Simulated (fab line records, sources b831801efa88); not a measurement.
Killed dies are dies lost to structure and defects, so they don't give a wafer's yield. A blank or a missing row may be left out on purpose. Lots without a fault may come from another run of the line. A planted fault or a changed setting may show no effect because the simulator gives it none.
fab line records | flow sfq_line | part 1 of 2: steps 1 to 25 of 34
record lots=5 wafers=15 last_day=92
route steps=325 shown A5B@211 R5@212 I5@228 C5@240
lots that met no fault: from a run of the same line without faults
start_h: hours from the record's first day to the start of the lot's first wafer shown | wait_h: hours since the lot's step before | " the same as in the row above | L1.1+2: a row that stands for several wafers | - no value, or no start given | * or withheld: withheld | < > ~ a bound
route shown NAME@n: a module of which the file shows steps, and the number in the route of the first | usual: mean/standard deviation of fault-free wafers | same: alike in all rows | chamber/n: place in a boat | sites: the reading at each site | _std_site: their standard deviation | _edge_site: outer sites' mean less inner sites' | radius_mm: how far each site lies from the wafer's centre | mask NAME#n: copy n | behind: the tool/chamber that last shaped the wafer | hold: why the lot was held/for how many hours/how that ended | device: the transistor (n, p or np) that didn't switch | end of line: the same wafers' tests at the end of the route | a step without rows: its recipe alone | killed: dies lost to structure and defects at the first sort, not the wafer's yield | map: a wafer's dies, x killed, . not, _ none there
set.NAME: the setting as run; set.NAME@STEP: as run at that earlier step | model.NAME: the simulator's own value behind a step, which no gauge read
lots at some steps of the route; a table a step, a row a wafer
services: from which hour (start_h, from the record's first day; less than 0 if before it) a tool's chamber was out of use, for how many hours, and why
## steps
# step SFQ_TRILAYER_A5B_METRO_MEASURE_131
# usual thk_nm=336/5.4
# columns lot.wafer tool chamber start_h wait_h thk_nm
L078.2 film_metro-04 - 1633.94 2.7 340
L078.3 " - " " 335
L078.6 " - " " 336
L081.3 film_metro-02 - 1654.59 1.4 335
L081.5 " - " " 336
L081.6 " - " " 337
L089.2 film_metro-03 - 1726.39 1.2 338
L089.4 " - " " 334
L089.6 " - " " 341
L094.1 film_metro-03 - 1761.33 2.0 336
L094.2 " - " " 331
L094.5 " - " " 328
L097.3 film_metro-02 - 1777.80 2.4 337
L097.4 " - " " 329
L097.5 " - " " 335
# step SFQ_TRILAYER_R5_DEP_SPUTTER_132
# recipe material=Ti base_pressure_pa=1.33e-06 target_thk_nm=5 power_w=2000 time_s=5 chamber_pressure_pa=0.4
# usual throttle_valve_pct=29.8/1.1
# columns lot.wafer tool chamber start_h wait_h throttle_valve_pct
L078.2 pvd_sputter-04 - 1634.94 0.8 30.4
L078.3 " - " " 30.1
L078.6 " - " " 30.5
L081.3 pvd_sputter-04 - 1655.39 0.6 30.5
L081.5 " - " " 30.4
L081.6 " - " " 30.7
L089.2 pvd_sputter-06 - 1727.39 0.8 30.0
L089.4 " - " " 30.7
L089.6 " - " " 29.7
L094.1 pvd_sputter-06 - 1762.53 1.0 30.4
L094.2 " - " " 30.0
L094.5 " - " " 30.5
L097.3 pvd_sputter-03 - 1778.60 0.6 30.7
L097.4 " - " " 29.9
L097.5 " - " " 28.2
# step SFQ_TRILAYER_R5_DEP_SPUTTER_133
# recipe material=MoNx base_pressure_pa=1.33e-06 target_thk_nm=40 power_w=1000 time_s=66.7 chamber_pressure_pa=0.4
# usual throttle_valve_pct=29.8/1.1
# columns lot.wafer tool chamber start_h wait_h throttle_valve_pct
L078.2 pvd_sputter-04 - 1634.96 0.0 30.3
L078.3 " - " " 30.1
L078.6 " - " " 30.2
L081.3 pvd_sputter-04 - 1655.41 0.0 30.5
L081.5 " - " " 30.2
L081.6 " - " " 30.7
L089.2 pvd_sputter-06 - 1727.41 0.0 30.1
L089.4 " - " " 30.5
L089.6 " - " " 29.6
L094.1 pvd_sputter-06 - 1762.55 0.0 30.6
L094.2 " - " " 30.1
L094.5 " - " " 30.8
L097.3 pvd_sputter-03 - 1778.61 0.0 30.6
L097.4 " - " " 29.8
L097.5 " - " " 28.1
# step SFQ_TRILAYER_R5_DEP_SPUTTER_134
# recipe material=Ti base_pressure_pa=1.33e-06 target_thk_nm=5 power_w=2000 time_s=5 chamber_pressure_pa=0.4
# usual throttle_valve_pct=29.8/1.1
# columns lot.wafer tool chamber start_h wait_h throttle_valve_pct
L078.2 pvd_sputter-04 - 1635.02 0.0 30.5
L078.3 " - " " 30.1
L078.6 " - " " 30.3
L081.3 pvd_sputter-04 - 1655.46 0.0 30.5
L081.5 " - " " 30.1
L081.6 " - " " 30.2
L089.2 pvd_sputter-06 - 1727.46 0.0 30.2
L089.4 " - " " 30.7
L089.6 " - " " 29.6
L094.1 pvd_sputter-06 - 1762.60 0.0 30.5
L094.2 " - " " 30.1
L094.5 " - " " 30.6
L097.3 pvd_sputter-03 - 1778.67 0.0 30.6
L097.4 " - " " 29.9
L097.5 " - " " 27.9
# step SFQ_R5_RS_MEAS_933
# recipe thk_meas_gauge=four-point-probe reads=Ti_of_TRILAYER_R5_DEP_SPUTTER_134+MoNx_of_TRILAYER_R5_DEP_SPUTTER_133+Ti_of_TRILAYER_R5_DEP_SPUTTER_132
# usual R5_MONX_RS=7.10/0.093
# columns lot.wafer tool chamber start_h wait_h R5_MONX_RS[ohm/sq]
L078.2 film_metro-03 - 1635.06 0.0 7.11
L078.3 " - " " 6.99
L078.6 " - " " 7.10
L081.3 film_metro-01 - 1655.52 0.0 7.14
L081.5 " - " " 6.98
L081.6 " - " " 7.09
L089.2 film_metro-04 - 1727.50 0.0 7.05
L089.4 " - " " 7.15
L089.6 " - " " 7.12
L094.1 film_metro-01 - 1762.62 0.0 7.12
L094.2 " - " " 7.00
L094.5 " - " " 7.15
L097.3 film_metro-04 - 1778.73 0.0 7.21
L097.4 " - " " 7.19
L097.5 " - " " 7.30
# step SFQ_R5_THK_MEAS_934
# recipe thk_meas_gauge=xrf reads=MoNx_of_TRILAYER_R5_DEP_SPUTTER_133
# usual R5_MONX_THK=40.1/0.65
# columns lot.wafer tool chamber start_h wait_h R5_MONX_THK[nm]
L078.2 film_metro-03 - 1635.17 0.1 40.0
L078.3 " - " " 40.7
L078.6 " - " " 40.0
L081.3 film_metro-01 - 1655.62 0.1 40.0
L081.5 " - " " 41.0
L081.6 " - " " 39.9
L089.2 film_metro-04 - 1727.61 0.1 40.1
L089.4 " - " " 39.7
L089.6 " - " " 39.9
L094.1 film_metro-01 - 1762.74 0.1 39.9
L094.2 " - " " 40.5
L094.5 " - " " 39.9
L097.3 film_metro-04 - 1778.83 0.1 39.5
L097.4 " - " " 39.6
L097.5 " - " " 39.0
# step SFQ_TRILAYER_R5_LITHO_COAT_141
# recipe resist=BARC spin_rpm=3000 resist_thk_nm=62
# usual chill_plate_temp_C=22.99/0.11
# columns lot.wafer tool chamber start_h wait_h chill_plate_temp_C
L078.2 litho_track-02 0 1635.27 0.1 22.83
L078.3 " 0 " " 22.90
L078.6 " 0 " " 22.87
L081.3 litho_track-02 0 1655.76 0.1 23.00
L081.5 " 0 " " 22.87
L081.6 " 0 " " 22.86
L089.2 litho_track-04 0 1727.71 0.1 23.18
L089.4 " 0 " " 23.00
L089.6 " 0 " " 23.21
L094.1 litho_track-04 0 1762.80 0.1 23.04
L094.2 " 0 " " 23.07
L094.5 " 0 " " 22.94
L097.3 litho_track-02 0 1778.97 0.1 22.91
L097.4 " 0 " " 23.01
L097.5 " 0 " " 23.11
# step SFQ_TRILAYER_R5_LITHO_COAT_136
# recipe resist=KrF spin_rpm=3000 resist_thk_nm=600
# usual chill_plate_temp_C=22.99/0.12
# columns lot.wafer tool chamber start_h wait_h chill_plate_temp_C
L078.2 litho_track-02 0 1635.57 0.2 22.89
L078.3 " 0 " " 22.91
L078.6 " 0 " " 22.95
L081.3 litho_track-02 0 1656.06 0.2 23.05
L081.5 " 0 " " 23.05
L081.6 " 0 " " 23.02
L089.2 litho_track-04 0 1728.01 0.2 23.07
L089.4 " 0 " " 23.01
L089.6 " 0 " " 22.98
L094.1 litho_track-04 0 1763.10 0.2 23.15
L094.2 " 0 " " 23.08
L094.5 " 0 " " 22.95
L097.3 litho_track-02 0 1779.27 0.2 22.84
L097.4 " 0 " " 22.91
L097.5 " 0 " " 22.91
# step SFQ_TRILAYER_R5_LITHO_SOFTBAKE_140
# recipe temp_c=withheld time_s=withheld resist=KrF
# usual chill_plate_temp_C=*
# columns lot.wafer tool chamber start_h wait_h chill_plate_temp_C
L078.2 litho_track-02 0 1635.84 0.2 *
L078.3 " 0 " " *
L078.6 " 0 " " *
L081.3 litho_track-02 0 1656.31 0.2 *
L081.5 " 0 " " *
L081.6 " 0 " " *
L089.2 litho_track-04 0 1728.29 0.2 *
L089.4 " 0 " " *
L089.6 " 0 " " *
L094.1 litho_track-04 0 1763.40 0.2 *
L094.2 " 0 " " *
L094.5 " 0 " " *
L097.3 litho_track-02 0 1779.52 0.2 *
L097.4 " 0 " " *
L097.5 " 0 " " *
# step SFQ_TRILAYER_R5_LITHO_EXPOSE_137
# recipe mask_id=R5 na=0.6 source_shape=conventional sigma_outer=0.65 target_cd_nm=500 dose_mj=14.4
# same na=0.6
# columns lot.wafer tool chamber start_h wait_h mask
L078.2+3+6 krf_scanner-01 0 1642.18 - R5#0
L081.3+5+6 krf_scanner-01 0 1656.81 - R5#0
L089.2+4+6 krf_scanner-02 0 1818.72 - R5#0
L094.1+2+5 krf_scanner-02 0 1854.88 - R5#0
L097.3+4+5 krf_scanner-02 0 1867.28 - R5#0
# step SFQ_TRILAYER_R5_LITHO_PEB_139
# recipe peb_temp_c=115 peb_time_s=60 resist=KrF
# usual chill_plate_temp_C=23.01/0.11
# columns lot.wafer tool chamber start_h wait_h chill_plate_temp_C
L078.2 litho_track-04 0 1643.20 0.8 22.99
L078.3 " 0 " " 23.02
L078.6 " 0 " " 22.88
L081.3 litho_track-02 0 1657.66 0.7 22.97
L081.5 " 0 " " 23.06
L081.6 " 0 " " 23.19
L089.2 litho_track-04 0 1819.75 0.8 22.88
L089.4 " 0 " " 22.81
L089.6 " 0 " " 23.03
L094.1 litho_track-02 0 1856.08 1.0 22.93
L094.2 " 0 " " 22.79
L094.5 " 0 " " 22.89
L097.3 litho_track-02 0 1868.13 0.7 23.15
L097.4 " 0 " " 22.98
L097.5 " 0 " " 23.01
# step SFQ_TRILAYER_R5_LITHO_DEVELOP_138
# recipe time_s=60 resist=KrF
# usual chill_plate_temp_C=23.00/0.11
# columns lot.wafer tool chamber start_h wait_h chill_plate_temp_C
L078.2 litho_track-04 0 1643.35 0.1 22.78
L078.3 " 0 " " 22.85
L078.6 " 0 " " 23.07
L081.3 litho_track-02 0 1657.81 0.1 22.99
L081.5 " 0 " " 23.00
L081.6 " 0 " " 23.05
L089.2 litho_track-04 0 1819.90 0.1 22.83
L089.4 " 0 " " 23.01
L089.6 " 0 " " 22.90
L094.1 litho_track-02 0 1856.23 0.1 22.97
L094.2 " 0 " " 22.96
L094.5 " 0 " " 22.82
L097.3 litho_track-02 0 1868.28 0.1 22.93
L097.4 " 0 " " 22.87
L097.5 " 0 " " 22.88
# step SFQ_R5_OVL_MEAS_935
# usual R5_OVL=1/6
# columns lot.wafer tool chamber start_h wait_h R5_OVL[nm]
L078.2 overlay-02 - 1643.48 0.1 -2
L078.3 " - " " -2
L078.6 " - " " 4
L081.3 overlay-01 - 1657.92 0.1 4
L081.5 " - " " 4
L081.6 " - " " 5
L089.2 overlay-01 - 1820.03 0.1 -3
L089.4 " - " " -5
L089.6 " - " " 0
L094.1 overlay-02 - 1856.38 0.1 -8
L094.2 " - " " 2
L094.5 " - " " 5
L097.3 overlay-02 - 1868.39 0.1 -1
L097.4 " - " " -6
L097.5 " - " " 3
# step SFQ_TRILAYER_R5_BARC_OPEN_METAL_ETCH_177
# recipe mask_material=PR chemistry=O2 target_depth_nm=125 target=BARC icp_w=600 bias_w=80 pressure_mtorr=10 time_s=41.7
# usual chamber_pressure_mTorr=10.000/0.0089 drypump_motor_current_A=5.7/0.42 oes_product_au=0.685/0.0044
# columns lot.wafer tool chamber start_h wait_h chamber_pressure_mTorr drypump_motor_current_A oes_product_au rf_hours_counter_h
L078.2 rie_metal-03 1 1643.51 0.0 9.999 5.2 0.679 75
L078.3 " 1 " " 10.008 5.2 0.686 -
L078.6 " 0 " " 10.001 5.9 0.693 -
L081.3 rie_metal-01 0 1657.97 0.0 9.990 5.3 0.693 -
L081.5 " 1 " " 9.995 6.0 0.680 -
L081.6 " 0 " " 9.990 5.3 0.686 -
L089.2 rie_metal-02 1 1820.06 0.0 9.990 6.3 0.688 40
L089.4 " 0 " " 9.989 5.5 0.676 -
L089.6 " 1 " " 10.005 6.3 0.675 -
L094.1 rie_metal-03 1 1856.42 0.0 10.023 5.2 0.683 110
L094.2 " 0 " " 10.001 5.9 0.680 118
L094.5 " 0 " " 10.004 5.9 0.681 -
L097.3 rie_metal-01 0 1868.44 0.0 9.991 5.3 0.678 -
L097.4 " 1 " " 10.001 6.0 0.691 -
L097.5 " 0 " " 10.004 5.3 0.682 -
# step SFQ_TRILAYER_R5_ETCH_METAL_ETCH_139
# recipe stop_on=SiO2 mask_material=PR chemistry=Cl2 target_depth_nm=60 icp_w=600 bias_w=80 pressure_mtorr=10 time_s=40
# usual chamber_pressure_mTorr=9.999/0.0097 drypump_motor_current_A=5.7/0.42 oes_product_au=0.989/0.0091
# columns lot.wafer tool chamber start_h wait_h chamber_pressure_mTorr drypump_motor_current_A oes_product_au rf_hours_counter_h
L078.2 rie_metal-03 1 1643.57 0.0 10.011 5.2 0.995 75
L078.3 " 1 " " 10.004 5.2 0.992 -
L078.6 " 0 " " 10.013 6.0 0.993 -
L081.3 rie_metal-01 0 1658.03 0.0 9.994 5.3 0.968 -
L081.5 " 1 " " 10.008 6.0 0.983 -
L081.6 " 0 " " 9.995 5.3 0.972 -
L089.2 rie_metal-02 1 1820.12 0.0 9.996 6.3 0.988 40
L089.4 " 0 " " 9.979 5.5 0.981 -
L089.6 " 1 " " 10.029 6.3 0.987 -
L094.1 rie_metal-03 1 1856.48 0.0 9.998 5.2 0.985 110
L094.2 " 0 " " 9.986 5.9 0.995 118
L094.5 " 0 " " 9.989 5.9 0.994 -
L097.3 rie_metal-01 0 1868.50 0.0 10.000 5.3 0.972 -
L097.4 " 1 " " 10.005 6.0 0.992 -
L097.5 " 0 " " 10.006 5.3 0.970 -
# step SFQ_TRILAYER_R5_STRIP_STRIP_140
# recipe gas=O2 power_w=200 platen_temp_c=40 overash_fraction=0.65 chemistry=O2 pressure_mtorr=50
# usual chamber_pressure_mTorr=50.00/0.045 drypump_motor_current_A=5.7/0.42 oes_product_au=0.999/0.014
# columns lot.wafer tool chamber start_h wait_h chamber_pressure_mTorr drypump_motor_current_A oes_product_au rf_hours_counter_h
L078.2 rie_metal-03 1 1643.63 0.0 50.05 5.2 1.013 75
L078.3 " 1 " " 50.02 5.2 1.015 -
L078.6 " 0 " " 49.97 5.9 1.024 -
L081.3 rie_metal-01 0 1658.27 0.2 50.04 5.3 0.966 -
L081.5 " 1 " " 49.94 6.0 1.007 -
L081.6 " 0 " " 50.09 5.3 0.974 -
L089.2 rie_metal-02 1 1820.18 0.0 50.04 6.3 1.013 40
L089.4 " 0 " " 49.96 5.5 0.999 -
L089.6 " 1 " " 49.98 6.3 1.002 -
L094.1 rie_metal-03 1 1856.54 0.0 50.02 5.2 0.991 110
L094.2 " 0 " " 49.98 6.0 1.005 118
L094.5 " 0 " " 49.99 6.0 1.005 -
L097.3 rie_metal-01 0 1868.74 0.2 49.93 5.3 0.969 -
L097.4 " 1 " " 49.96 6.0 0.999 -
L097.5 " 0 " " 49.97 5.3 0.982 -
# step SFQ_TRILAYER_R5_STRIP_SOLV_CLEAN_141
# recipe chemistry=NMP temp_c=70 time_s=600
# columns lot.wafer tool chamber start_h wait_h
L078.2+3+6 wet_bench-01 1,7,4 1644.23 0.4
L081.3+5+6 wet_bench-04 3,0,6 1658.67 0.2
L089.2+4+6 wet_bench-01 4,0,1 1820.78 0.4
L094.1+2+5 wet_bench-03 4,0,1 1857.14 0.4
L097.3+4+5 wet_bench-01 1,6,3 1869.14 0.2
# step SFQ_TRILAYER_A5C_DEP_PECVD_142
# recipe material=SiO2 temp_c=150 time_s=15.556 pressure_torr=2.4 rf_w=183.3 precursor=SiH4/N2O target_thk_nm=70
# usual heater_power_w=83/17 throttle_valve_pct=25.6/2
# columns lot.wafer tool chamber start_h wait_h heater_power_w throttle_valve_pct
L078.2 pecvd-02 0 1644.40 0.0 85 25.8
L078.3 " 1 " " 59 24.5
L078.6 " 0 " " 88 25.9
L081.3 pecvd-02 1 1658.84 0.0 59 24.6
L081.5 " 0 " " 76 25.6
L081.6 " 2 " " 64 23.7
L089.2 pecvd-04 2 1820.95 0.0 71 24.3
L089.4 " 1 " " 82 25.7
L089.6 " 0 " " 61 29.6
L094.1 pecvd-04 2 1857.31 0.0 68 24.0
L094.2 " 1 " " 76 25.7
L094.5 " 2 " " 68 24.0
L097.3 pecvd-02 0 1869.31 0.0 87 23.3
L097.4 " 1 " " 63 22.9
L097.5 " 0 " " 86 23.4
# step SFQ_TRILAYER_I5_LITHO_COAT_149
# recipe resist=BARC spin_rpm=3000 resist_thk_nm=62
# usual chill_plate_temp_C=23.00/0.1
# columns lot.wafer tool chamber start_h wait_h chill_plate_temp_C
L078.2 litho_track-01 0 1644.48 0.1 23.25
L078.3 " 0 " " 23.10
L078.6 " 0 " " 23.07
L081.3 litho_track-04 0 1658.97 0.1 22.93
L081.5 " 0 " " 23.01
L081.6 " 0 " " 23.06
L089.2 litho_track-04 0 1821.27 0.3 23.10
L089.4 " 0 " " 22.87
L089.6 " 0 " " 22.81
L094.1 litho_track-01 0 1857.34 0.0 23.02
L094.2 " 0 " " 23.01
L094.5 " 0 " " 22.84
L097.3 litho_track-02 0 1869.44 0.1 22.99
L097.4 " 0 " " 22.98
L097.5 " 0 " " 22.92
# step SFQ_TRILAYER_I5_LITHO_COAT_144
# recipe resist=KrF spin_rpm=3000 resist_thk_nm=650
# usual chill_plate_temp_C=23.00/0.12
# columns lot.wafer tool chamber start_h wait_h chill_plate_temp_C
L078.2 litho_track-01 0 1644.78 0.2 22.97
L078.3 " 0 " " 22.94
L078.6 " 0 " " 22.91
L081.3 litho_track-04 0 1659.27 0.2 22.93
L081.5 " 0 " " 22.86
L081.6 " 0 " " 22.99
L089.2 litho_track-04 0 1821.57 0.2 23.13
L089.4 " 0 " " 22.98
L089.6 " 0 " " 22.90
L094.1 litho_track-01 0 1857.64 0.2 22.86
L094.2 " 0 " " 22.92
L094.5 " 0 " " 23.01
L097.3 litho_track-02 0 1869.74 0.2 23.37
L097.4 " 0 " " 23.31
L097.5 " 0 " " 23.22
# step SFQ_TRILAYER_I5_LITHO_SOFTBAKE_148
# recipe temp_c=withheld time_s=withheld resist=KrF
# usual chill_plate_temp_C=*
# columns lot.wafer tool chamber start_h wait_h chill_plate_temp_C
L078.2 litho_track-01 0 1645.05 0.2 *
L078.3 " 0 " " *
L078.6 " 0 " " *
L081.3 litho_track-04 0 1659.52 0.2 *
L081.5 " 0 " " *
L081.6 " 0 " " *
L089.2 litho_track-04 0 1821.85 0.2 *
L089.4 " 0 " " *
L089.6 " 0 " " *
L094.1 litho_track-01 0 1857.94 0.2 *
L094.2 " 0 " " *
L094.5 " 0 " " *
L097.3 litho_track-02 0 1869.99 0.2 *
L097.4 " 0 " " *
L097.5 " 0 " " *
# step SFQ_TRILAYER_I5_LITHO_EXPOSE_145
# recipe mask_id=I5 na=0.6 source_shape=conventional sigma_outer=0.65 target_cd_nm=700 dose_mj=21.3
# same na=0.6
# columns lot.wafer tool chamber start_h wait_h mask
L078.2+3+6 krf_scanner-01 0 1649.38 - I5#0
L081.3+5+6 krf_scanner-01 0 1661.21 - I5#0
L089.2+4+6 krf_scanner-01 0 1853.42 - I5#0
L094.1+2+5 krf_scanner-01 0 1859.22 - I5#0
L097.3+4+5 krf_scanner-01 0 1884.75 - I5#0
# step SFQ_TRILAYER_I5_LITHO_PEB_147
# recipe peb_temp_c=115 peb_time_s=60 resist=KrF
# usual chill_plate_temp_C=23.02/0.087
# columns lot.wafer tool chamber start_h wait_h chill_plate_temp_C
L078.2 litho_track-02 0 1650.40 0.8 23.05
L078.3 " 0 " " 23.02
L078.6 " 0 " " 23.01
L081.3 litho_track-01 0 1662.06 0.7 22.99
L081.5 " 0 " " 22.96
L081.6 " 0 " " 22.99
L089.2 litho_track-01 0 1854.45 0.8 22.94
L089.4 " 0 " " 22.93
L089.6 " 0 " " 22.97
L094.1 litho_track-04 0 1860.42 1.0 22.89
L094.2 " 0 " " 22.93
L094.5 " 0 " " 23.03
L097.3 litho_track-04 0 1885.60 0.7 22.91
L097.4 " 0 " " 23.03
L097.5 " 0 " " 23.05
# step SFQ_TRILAYER_I5_LITHO_DEVELOP_146
# recipe time_s=60 resist=KrF
# usual chill_plate_temp_C=23.03/0.11
# columns lot.wafer tool chamber start_h wait_h chill_plate_temp_C
L078.2 litho_track-02 0 1650.55 0.1 22.93
L078.3 " 0 " " 22.92
L078.6 " 0 " " 23.18
L081.3 litho_track-01 0 1662.21 0.1 23.06
L081.5 " 0 " " 23.17
L081.6 " 0 " " 23.04
L089.2 litho_track-01 0 1854.60 0.1 22.86
L089.4 " 0 " " 23.11
L089.6 " 0 " " 22.94
L094.1 litho_track-04 0 1860.57 0.1 23.21
L094.2 " 0 " " 23.21
L094.5 " 0 " " 23.19
L097.3 litho_track-04 0 1885.75 0.1 23.11
L097.4 " 0 " " 22.93
L097.5 " 0 " " 23.04
# step SFQ_I5_OVL_MEAS_936
# usual I5_OVL=-3/5.7
# columns lot.wafer tool chamber start_h wait_h I5_OVL[nm]
L078.2 overlay-02 - 1650.68 0.1 1
L078.3 " - " " -5
L078.6 " - " " 0
L081.3 overlay-02 - 1662.32 0.1 -2
L081.5 " - " " 2
L081.6 " - " " 0
L089.2 overlay-01 - 1854.73 0.1 3
L089.4 " - " " 7
L089.6 " - " " 5
L094.1 overlay-01 - 1860.72 0.1 -8
L094.2 " - " " -2
L094.5 " - " " -9
L097.3 overlay-02 - 1885.86 0.1 -12
L097.4 " - " " -12
L097.5 " - " " -17
